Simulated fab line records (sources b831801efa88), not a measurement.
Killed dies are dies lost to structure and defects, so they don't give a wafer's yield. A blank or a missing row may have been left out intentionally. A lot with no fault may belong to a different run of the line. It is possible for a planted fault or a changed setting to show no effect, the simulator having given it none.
Which tool did it? ; flow sky130 ; 10 lots, 30 wafers sampled, at 3 steps of a route of 708

## WHAT THE GAUGES READ, wafer by wafer
SKY_LI_CONTACT_RS_MEAS_22: measures by four-point-probe. Usual: for LI_CONTACT_W_RS the level is 0.2843 ohm/sq and the standard deviation is 0.0029.
lot;measured;on;LI_CONTACT_W_RS (ohm/sq);flag
L260;day 30 02:17;film metro-04;0.2910 0.2893 0.2895;
L261;day 30 15:17;film metro-01;0.2862 0.2849 0.2872;
L263;day 31 09:59;film metro-04;0.2873 0.2892 0.2885;
L265;day 31 16:59;film metro-02;0.2842 0.2871 0.2875;
L267;day 32 04:53;film metro-02;0.2816 0.2868 0.2838;
L271;day 33 15:47;film metro-02;0.2819 0.2817 0.2852;
L274;day 34 16:52;film metro-04;0.2816 0.2852 0.2859;
L280;day 36 11:16;film metro-01;0.2865 0.3995 0.2823;OFF
L282;day 36 22:08;film metro-04;0.3987 0.2853 0.4098;OFF
L283;day 36 23:37;film metro-04;0.2839 0.2826 0.2853;

SKY_LI_CONTACT_THK_MEAS_23: measures by xrf. Usual: for LI_CONTACT_W_THK the level is 390 nm and the standard deviation is 5.4.
lot;measured;on;LI_CONTACT_W_THK (nm);flag
L260;day 30 02:23;film metro-04;387 387 390;
L261;day 30 15:24;film metro-01;389 390 391;
L263;day 31 10:06;film metro-04;387 384 379;
L265;day 31 17:06;film metro-02;383 380 378;
L267;day 32 05:00;film metro-02;390 383 387;
L271;day 33 15:54;film metro-02;391 392 383;
L274;day 34 16:57;film metro-04;395 388 389;
L280;day 36 11:22;film metro-01;388 280 395;OFF
L282;day 36 22:15;film metro-04;280 388 273;OFF
L283;day 36 23:43;film metro-04;391 395 389;

## WHICH TOOL RAN EACH LOT (tool, then ch and the chambers of the sampled wafers, then the start)
lot;SKY_LI_CONTACT_CVD_21
L260;cvd w-01 ch 0,1, day 30 02:08
L261;cvd w-02 ch 0,1, day 30 15:09
L263;cvd w-02 ch 1, day 31 09:52
L265;cvd w-02 ch 0,1, day 31 16:52
L267;cvd w-02 ch 0,1, day 32 04:44
L271;cvd w-02 ch 0,1, day 33 15:38
L274;cvd w-02 ch 0,1, day 34 16:43
L280;cvd w-02 ch 0,1, day 36 11:09
L282;cvd w-02 ch 0,1, day 36 22:01
L283;cvd w-01 ch 0,1, day 36 23:29
- SKY_LI_CONTACT_CVD_21: deposits W, target thk 400 nm, time 120.56 s.

## WHAT THE TOOLS THEMSELVES READ (means of the sampled wafers that have a number; where no wafer has one, the mark that the record gives instead)
SKY_LI_CONTACT_CVD_21. Usual: heater power w 882 W, standard deviation 34.
lot;tool;heater power w (W);flag
L260;cvd w-01;827;
L261;cvd w-02;899;
L263;cvd w-02;898;
L265;cvd w-02;892;
L267;cvd w-02;883;
L271;cvd w-02;900;
L274;cvd w-02;921;
L280;cvd w-02;905;
L282;cvd w-02;914;
L283;cvd w-01;848;

## THE ANSWER, worked out from the rows above alone
Rule: take the mean of a lot's wafers that have a number; if it is more than 3 standard deviations from the usual mean, the lot is off. A lot without any number at a reading at which 4 lots or more have one is off too. Any other lot the step has rows for is counted as sound. First the gauges in route order, then the tools' own readings, where a lot's mean is used as printed above. At the first step where some lot is off, the reading lying furthest off is the one used; lots without a number count as furthest.
Off: at SKY_LI_CONTACT_RS_MEAS_22 (LI_CONTACT_W_RS), L280, L282.
If a tool, at a process step before that reading, ran all the lots that are off and no sound lot after the first of them, it fits. The gauges at SKY_LI_CONTACT_RS_MEAS_22 are tried like those tools. One fits: SKY_LI_CONTACT_CVD_21 on cvd w-02. A fault onset in the window from L274 (day 34 16:43, its last sound lot) to L280 (day 36 11:09, its first lot off) fits.

## WHAT THE SIMULATOR PUT IN
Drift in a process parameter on cvd w-02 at SKY_LI_CONTACT_CVD_21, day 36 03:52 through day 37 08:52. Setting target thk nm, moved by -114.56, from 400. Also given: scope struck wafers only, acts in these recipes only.
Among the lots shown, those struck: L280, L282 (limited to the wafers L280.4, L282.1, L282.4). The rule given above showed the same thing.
